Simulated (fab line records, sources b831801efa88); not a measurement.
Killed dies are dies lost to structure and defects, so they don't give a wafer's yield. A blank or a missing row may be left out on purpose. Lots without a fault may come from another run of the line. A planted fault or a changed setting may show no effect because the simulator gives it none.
One fault seen from 2 desks | flow sky130 | each desk has only its own numbers; what lay behind them comes last

THE TOOL OWNER'S DESK: furnace-01
The tool's own readings at SKY_GATE_OXIDE_OXIDATION_01 (stabilise 600 s, purge 300 s, target thk 10.268 nm): means of the sampled wafers that have a number, for each lot that ran on this tool. A lot is out of limits, marked OUT, if its mean lies more than 4 standard deviations from the usual mean; the brackets give that distance.
Columns: A = ox_temp_c_max at SKY_GATE_OXIDE_OXIDATION_01, usual 903.2
lot  | first seen here | A
L421 | day 13 16:22    | 903.3
L429 | day 15 21:49    | 903.4
L430 | day 16 00:24    | 903.5
L431 | day 16 18:43    | 903.2
L432 | day 16 18:43    | 903.7
L433 | day 17 10:19    | 903.2
L434 | day 18 00:27    | 903.6
L435 | day 18 10:04    | 904.2
This desk's finding: nothing out of limits on any of the 8 lots.

THE METROLOGY DESK
What the gauges read, lot by lot, whatever tool the lot ran on: means of the sampled wafers that have a number. A lot is out of limits, marked OUT, if its mean lies more than 4 standard deviations from the usual mean; the brackets give that distance.
Columns: A = VT_ADJUST_LVTN_2_TW at SKY_VT_ADJUST_LVTN_TW_MEAS_21, usual 187.3; B = VT_ADJUST_HVTR_TW at SKY_VT_ADJUST_HVTR_TW_MEAS_11, usual 208; C = GATE_OXIDE_OXIDATION_00_THK at SKY_GATE_OXIDE_THK_MEAS_02, usual 10.19 nm
lot  | first seen here | A     | B   | C
L421 | day 8 09:34     | 186.1 | 213 | 10.27
L423 | day 8 17:40     | 186.1 | 205 | 9.94
L425 | day 9 05:05     | 185.5 | 206 | 10.32
L427 | day 9 18:09     | 191.1 | 206 | 10.06
L428 | day 10 00:33    | 185.2 | 206 | 10.26
L429 | day 10 07:10    | 190.3 | 207 | 10.07
L430 | day 10 13:32    | 190.5 | 207 | 10.26
L431 | day 10 19:40    | 190.5 | 207 | 10.37
L432 | day 11 03:48    | 190.8 | 207 | 10.32
L433 | day 11 09:03    | 184.5 | 207 | 10.39
L434 | day 11 17:16    | 184.2 | 206 | 12.53 (+15) OUT
L435 | day 12 00:43    | 191.1 | 207 | 12.46 (+14) OUT
This desk's finding: out of limits on L434, L435; first on L434, day 18 01:52 (GATE_OXIDE_OXIDATION_00_THK at SKY_GATE_OXIDE_THK_MEAS_02). In limits: L421, L423, L425, L427, L428, L429, L430, L431, L432, L433.

PUT TOGETHER
The metrology desk could have raised an alarm at day 18 01:52, on L434, L435.
The tool owner's desk saw nothing out of limits.
The tool owner's desk has L434, L435 on record, within its limits.
Of the lots named, all ran SKY_GATE_OXIDE_OXIDATION_01 on furnace-01.

WHAT THE SIMULATOR HAD PUT IN
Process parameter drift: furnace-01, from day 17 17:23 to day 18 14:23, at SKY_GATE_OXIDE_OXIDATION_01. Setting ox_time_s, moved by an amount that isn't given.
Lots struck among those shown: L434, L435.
Hours from the fault's start to each desk's first reading out of limits: the metrology desk, 8.
